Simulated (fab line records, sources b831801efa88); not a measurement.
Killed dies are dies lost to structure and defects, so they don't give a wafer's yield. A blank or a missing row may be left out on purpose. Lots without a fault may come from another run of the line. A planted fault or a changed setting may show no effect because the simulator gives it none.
Chamber matching | flow gf180mcu | GF_V1_CMP_04 on cmp-01: 4 sister chambers
The step polishes SiO2. 8 wafers are shown with their chamber, then 10 later ones without.

WAFERS WITH THEIR CHAMBER
wafer  | chamber | motor_current_A (A) | time_to_endpoint_s (s)
L475.6 | 2       | 11.4                | 93
L491.2 | 1       | 12.6                | 70
L491.4 | 3       | 12.7                | 80
L493.3 | 1       | 12.9                | 74
L493.4 | 2       | 11.6                | 75
L493.6 | 0       | 11.6                | 80
L494.1 | 0       | 11.7                | 76
L494.4 | 3       | 12.4                | 89

WAFERS WITHOUT THEIR CHAMBER
wafer  | motor_current_A (A) | time_to_endpoint_s (s)
L494.6 | 13.2                | 75
L495.1 | 11.9                | 81
L495.3 | 13.0                | 78
L495.6 | 12.9                | 85
L496.1 | 13.3                | 80
L496.3 | 12.4                | 76
L496.6 | 11.7                | 86
L497.2 | 12.4                | 84
L497.4 | 11.7                | 90
L497.5 | 11.5                | 94

WHICH CHAMBER EACH WENT THROUGH
wafer  | from the rows above     | in truth
L494.6 | can't be placed: 1 or 3 | 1
L495.1 | can't be placed: 0 or 2 | 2
L495.3 | can't be placed: 1 or 3 | 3
L495.6 | can't be placed: 1 or 3 | 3
L496.1 | can't be placed: 1 or 3 | 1
L496.3 | can't be placed: 3 or 1 | 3
L496.6 | can't be placed: 0 or 2 | 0
L497.2 | can't be placed: 3 or 1 | 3
L497.4 | can't be placed: 2 or 0 | 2
L497.5 | can't be placed: 2 or 0 | 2
Placed correctly: 0 of 10. Can't be placed from these rows: 10 (the true chamber is among the candidates in 10). Placed wrongly: 0.
How it was worked out, from the rows above alone: a wafer's distance from a chamber is the root of the sum, over the readings, of the square of ((its reading less the chamber's mean) divided by the reading's scatter). The wafer belongs to the nearest chamber; if the next one is less than 2 further off, it can't be placed. A chamber's mean is the mean of its shown wafers. The scatter: the root of (the sum of the squares of (reading less its chamber's mean) over the shown wafers, divided by (wafers less chambers)).
